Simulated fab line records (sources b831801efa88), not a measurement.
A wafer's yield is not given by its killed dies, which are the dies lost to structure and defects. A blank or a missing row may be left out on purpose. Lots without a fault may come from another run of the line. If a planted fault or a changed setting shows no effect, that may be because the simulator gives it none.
Chamber matching + flow sky130 + SKY_VIA4_CMP_02 on cmp-02: 4 sister chambers
The step polishes SiO2. 18 wafers are shown with their chamber, then 9 later ones without.

## WAFERS PAIRED WITH THEIR CHAMBERS
| wafer  | chamber | motorCurrentA (A) |
|--------|---------|-------------------|
| L926.1 | 3       | 11.6              |
| L926.3 | 2       | 10.2              |
| L926.6 | 2       | 10.7              |
| L927.2 | 0       | 9.8               |
| L927.5 | 3       | 12.1              |
| L927.6 | 0       | 9.5               |
| L929.3 | 3       | 11.8              |
| L929.5 | 3       | 12.8              |
| L929.6 | 0       | 9.8               |
| L936.1 | 0       | 9.4               |
| L936.2 | 2       | 10.6              |
| L936.3 | 3       | 13.3              |
| L942.1 | 1       | 10.6              |
| L942.4 | 3       | 12.4              |
| L942.5 | 0       | 10.0              |
| L945.3 | 1       | 10.3              |
| L945.4 | 2       | 9.7               |
| L945.6 | 1       | 11.1              |

SIGNATURES (averages over the wafers above)
| reading       | chamber 0 | chamber 1 | chamber 2 | chamber 3 | scatter within a chamber |
|---------------|-----------|-----------|-----------|-----------|--------------------------|
| motorCurrentA | 9.700     | 10.667    | 10.300    | 12.333    | 0.48                     |
Rule: for a wafer and a chamber, the distance is found by dividing, reading by reading, the gap between the wafer's reading and the chamber's mean by the reading's scatter, squaring, summing and taking the root. The wafer belongs to the nearest chamber; if the next one is less than 2 further off, it can't be placed. The scatter: the root of (the sum of the squares of (reading less its chamber's mean) over the shown wafers, divided by (wafers less chambers)).

## WAFERS WHOSE CHAMBER IS MISSING
| wafer  | motorCurrentA (A) |
|--------|-------------------|
| L946.1 | 10.3              |
| L946.2 | 12.5              |
| L946.6 | 9.7               |
| L947.2 | 10.7              |
| L947.4 | 12.4              |
| L947.6 | 12.6              |
| L948.1 | 9.8               |
| L948.4 | 10.6              |
| L948.6 | 10.2              |

## THE CHAMBER EACH PASSED THROUGH
| wafer  | from the rows above          | in truth |
|--------|------------------------------|----------|
| L946.1 | can't be placed: 2 or 1 or 0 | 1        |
| L946.2 | 3                            | 3        |
| L946.6 | can't be placed: 0 or 2      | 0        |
| L947.2 | can't be placed: 1 or 2      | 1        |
| L947.4 | 3                            | 3        |
| L947.6 | 3                            | 3        |
| L948.1 | can't be placed: 0 or 2 or 1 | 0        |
| L948.4 | can't be placed: 1 or 2 or 0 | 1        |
| L948.6 | can't be placed: 2 or 1 or 0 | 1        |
Correct placement for 3 of the 9. Unplaceable from these rows: 6, with the true chamber sitting among the candidates in 6. Wrongly placed: 0.
